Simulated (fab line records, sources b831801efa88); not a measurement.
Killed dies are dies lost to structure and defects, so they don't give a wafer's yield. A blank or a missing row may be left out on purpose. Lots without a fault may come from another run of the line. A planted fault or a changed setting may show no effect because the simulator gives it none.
Chamber matching | flow gf180mcu | GF_V1_CMP_04 on cmp-02: 4 sister chambers
The step polishes SiO2. 4 wafers are shown with their chamber, then 12 later ones without.

WAFERS WITH THEIR CHAMBER
wafer  | chamber | motor_current_A (A)
L086.3 | 1       | 15.7
L087.5 | 2       | 11.1
L091.1 | 3       | 11.0
L091.6 | 0       | 11.7

WAFERS WITHOUT THEIR CHAMBER
wafer  | motor_current_A (A)
L092.3 | 11.4
L092.5 | 10.8
L092.6 | 11.2
L093.1 | 11.2
L093.3 | 11.1
L093.4 | 10.7
L094.2 | 10.5
L094.3 | 15.3
L094.6 | 11.3
L096.1 | 15.1
L096.4 | 11.2
L096.5 | 15.5

WHICH CHAMBER EACH WENT THROUGH
wafer  | from the rows above          | in truth
L092.3 | can't be placed: 0 or 2 or 3 | 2
L092.5 | can't be placed: 3 or 2      | 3
L092.6 | can't be placed: 2 or 3 or 0 | 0
L093.1 | can't be placed: 2 or 3 or 0 | 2
L093.3 | can't be placed: 2 or 3 or 0 | 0
L093.4 | can't be placed: 3 or 2      | 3
L094.2 | can't be placed: 3 or 2      | 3
L094.3 | 1                            | 1
L094.6 | can't be placed: 2 or 3 or 0 | 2
L096.1 | 1                            | 1
L096.4 | can't be placed: 2 or 3 or 0 | 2
L096.5 | 1                            | 1
Placed correctly: 3 of 12. Can't be placed from these rows: 9 (the true chamber is among the candidates in 9). Placed wrongly: 0.
How it was worked out, from the rows above alone: a wafer's distance from a chamber is the root of the sum, over the readings, of the square of ((its reading less the chamber's mean) divided by the reading's scatter). The wafer belongs to the nearest chamber; if the next one is less than 2 further off, it can't be placed. A chamber's mean is the mean of its shown wafers. The scatter: with one shown wafer a chamber, the root of the mean of the squares of how far each hidden wafer lies from its nearest shown one.
